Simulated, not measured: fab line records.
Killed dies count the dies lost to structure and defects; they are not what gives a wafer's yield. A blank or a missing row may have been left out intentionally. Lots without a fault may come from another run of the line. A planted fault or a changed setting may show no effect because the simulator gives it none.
One fault through the eyes of 2 desks / flow sfq line / numbers are kept per desk, each desk with only its own; the story behind them comes last

## THE TOOL OWNER'S DESK: litho track-03
The tool's own readings at SFQ_TRILAYER_M7_LITHO_PEB_180 (peb time 60 s): means of the sampled wafers that have a number, for each lot that ran on this tool. The brackets show how far a lot's mean lies from the usual mean; more than 4 standard deviations puts the lot out of limits, marked OUT.
Columns: A = chill plate temp C at SFQ_TRILAYER_M7_LITHO_PEB_180, usual 23.00 C; B = exhaust pa at SFQ_TRILAYER_M7_LITHO_PEB_180, usual 45.0 Pa
lot=L864; first seen here=day 67 16:00; A=23.04; B=44.3
lot=L866; first seen here=day 76 05:03; A=22.86; B=43.4
lot=L869; first seen here=day 76 20:32; A=23.04; B=45.5
lot=L881; first seen here=day 88 11:25; A=23.12; B=45.5
lot=L882; first seen here=day 88 12:37; A=22.93; B=45.3
This desk found nothing out of limits on any of the 5 lots.

## AT THE METROLOGY DESK
What the gauges read, lot by lot, whatever tool the lot ran on: means of the sampled wafers that have a number. The brackets show how far a lot's mean lies from the usual mean; more than 4 standard deviations puts the lot out of limits, marked OUT.
Columns: A = C5_OVL at SFQ_C5_OVL_MEAS_937, usual 2 nm
lot=L864; first seen here=day 66 02:06; A=2
lot=L866; first seen here=day 67 09:07; A=2
lot=L867; first seen here=day 67 10:19; A=-2
lot=L868; first seen here=day 67 11:30; A=-3
lot=L869; first seen here=day 72 04:27; A=-4
lot=L878; first seen here=day 73 03:51; A=-3
lot=L877; first seen here=day 78 23:23; A=-6
lot=L879; first seen here=day 80 20:59; A=-0
lot=L880; first seen here=day 81 02:59; A=-1
lot=L881; first seen here=day 81 05:22; A=0
lot=L882; first seen here=day 81 07:53; A=8
lot=L883; first seen here=day 82 09:05; A=6
lot=L884; first seen here=day 82 14:01; A=8
lot=L887; first seen here=day 82 23:16; A=6
This desk found nothing out of limits on any of the 14 lots.

## BROUGHT TOGETHER
The desk of the tool owner found nothing out of limits.
Nothing out of limits was seen by the metrology desk.

## WHAT WAS PUT IN BY THE SIMULATOR
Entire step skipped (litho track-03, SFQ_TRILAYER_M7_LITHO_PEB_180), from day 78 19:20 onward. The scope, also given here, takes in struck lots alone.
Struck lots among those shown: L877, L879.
